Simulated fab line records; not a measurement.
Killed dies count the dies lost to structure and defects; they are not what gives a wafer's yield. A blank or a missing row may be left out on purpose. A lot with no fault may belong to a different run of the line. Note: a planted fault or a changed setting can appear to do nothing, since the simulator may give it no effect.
The same fault as seen by 2 desks | flow gf180mcu | every desk sees just its own numbers, and what lay behind them comes last

AT THE TOOL OWNER'S DESK: lithoTrack-04
The tool's own readings at GF_MVPSD_COAT_02 (resist thk 3000 nm): means of the sampled wafers that have a number, for each lot that ran on this tool. The brackets show how far a lot's mean lies from the usual mean; more than 4 standard deviations puts the lot out of limits, marked OUT.
Columns: A = dispensePressureKPa at GF_MVPSD_COAT_02, usual 46.3 kPa; B = exhaustPa at GF_MVPSD_COAT_02, usual 45.0 Pa
lot  | first seen here | A    | B
L299 | day 5 04:46     | 48.1 | 45.9
L301 | day 5 17:08     | 48.1 | 44.4
L302 | day 6 01:38     | 48.1 | 45.3
L305 | day 6 12:14     | 48.1 | 44.5
L306 | day 6 19:35     | 48.1 | 46.1
L310 | day 7 18:22     | 48.1 | 44.2
L320 | day 10 03:10    | 48.1 | 45.1
Result from this desk: across the 7 lots, nothing is out of limits.

FROM THE METROLOGY DESK
What the gauges read for every lot (on any tool): the sampled wafers with a number, averaged. The brackets show how far a lot's mean lies from the usual mean; more than 4 standard deviations puts the lot out of limits, marked OUT.
Columns: A = MVPSD_OVL at GF_MVPSD_OVL_MEAS_07, usual -0.1 nm
lot  | first seen here | A
L299 | day 5 11:59     | 0.7
L300 | day 6 00:29     | 0.4
L301 | day 6 00:35     | 0.9
L302 | day 6 09:29     | -0.5
L305 | day 6 19:50     | 0.9
L306 | day 7 03:47     | 0.7
L310 | day 8 02:49     | -0.6
L314 | day 8 23:41     | 2.0
L315 | day 9 07:29     | 1.2
L316 | day 9 13:42     | 0.0
L317 | day 9 19:02     | 1.6
L320 | day 10 12:14    | -1.0
Result from this desk: across the 12 lots, nothing is out of limits.

PUT TOGETHER
Nothing out of limits was seen by the tool owner's desk.
From the metrology desk's view, nothing was out of limits.

WHAT THE SIMULATOR HAD PUT IN
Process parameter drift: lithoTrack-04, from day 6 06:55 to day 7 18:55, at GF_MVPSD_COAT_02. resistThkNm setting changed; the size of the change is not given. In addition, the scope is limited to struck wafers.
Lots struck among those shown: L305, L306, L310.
